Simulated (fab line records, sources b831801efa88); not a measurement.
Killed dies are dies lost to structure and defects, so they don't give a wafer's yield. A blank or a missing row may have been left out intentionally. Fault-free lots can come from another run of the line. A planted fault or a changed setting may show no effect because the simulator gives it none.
What tool caused it? | flow sky130 | at 1 step of a route of 708, 12 lots with 36 wafers sampled

WHAT THE GAUGES READ, wafer by wafer
SKY_VT_ADJUST_NCORE_TW_MEAS_11. Usual: for VT_ADJUST_NCORE_TW the level is 220.4 and the standard deviation is 1.4.
lot  | measured     | on           | VT_ADJUST_NCORE_TW | flag
L328 | day 8 20:55  | filmMetro-03 | 223.1 220.4 220.2  | 
L329 | day 9 02:29  | filmMetro-02 | 219.8 218.5 218.7  | 
L333 | day 10 09:04 | filmMetro-01 | 218.7 217.7 218.0  | 
L334 | day 10 14:58 | filmMetro-02 | 219.7 219.4 220.2  | 
L335 | day 10 22:10 | filmMetro-03 | 220.8 221.0 222.1  | 
L336 | day 11 08:41 | filmMetro-03 | 221.0 222.1 221.6  | 
L337 | day 11 10:19 | filmMetro-02 | 220.3 219.8 221.0  | 
L344 | day 13 10:56 | filmMetro-02 | 219.5 219.1 219.4  | 
L345 | day 13 17:34 | filmMetro-03 | 221.8 220.1 221.1  | 
L347 | day 14 07:23 | filmMetro-03 | 221.1 220.6 221.3  | 
L348 | day 14 16:47 | filmMetro-03 | 220.1 221.0 221.8  | 
L349 | day 14 21:07 | filmMetro-02 | 219.2 220.4 220.2  | 

WHICH TOOL RAN EACH LOT (tool, then ch and the chambers of the sampled wafers, then the start)
The record shows no process step preceding these readings.

AS READ BY THE TOOLS THEMSELVES (means over the sampled wafers that have a number; for cases with no such wafer, the mark the record gives instead)
The record holds no such reading with a usual standard deviation.

THE ANSWER, worked out from the rows above alone
Rule: lot off if the mean of its wafers having a number is beyond 3 standard deviations from the usual mean. A lot without any number at a reading at which 4 lots or more have one is off too. Any other lot the step has rows for is counted as sound. The gauges are gone through in route order, then the tools' own readings, and for those a lot's mean is taken as printed above. The first step at which some lot is off is used, and at that step the reading that is off furthest; a lot without a number counts as furthest.
Nothing can be told from this: no lot is off at any reading shown.

WHAT HAD BEEN PUT IN BY THE SIMULATOR
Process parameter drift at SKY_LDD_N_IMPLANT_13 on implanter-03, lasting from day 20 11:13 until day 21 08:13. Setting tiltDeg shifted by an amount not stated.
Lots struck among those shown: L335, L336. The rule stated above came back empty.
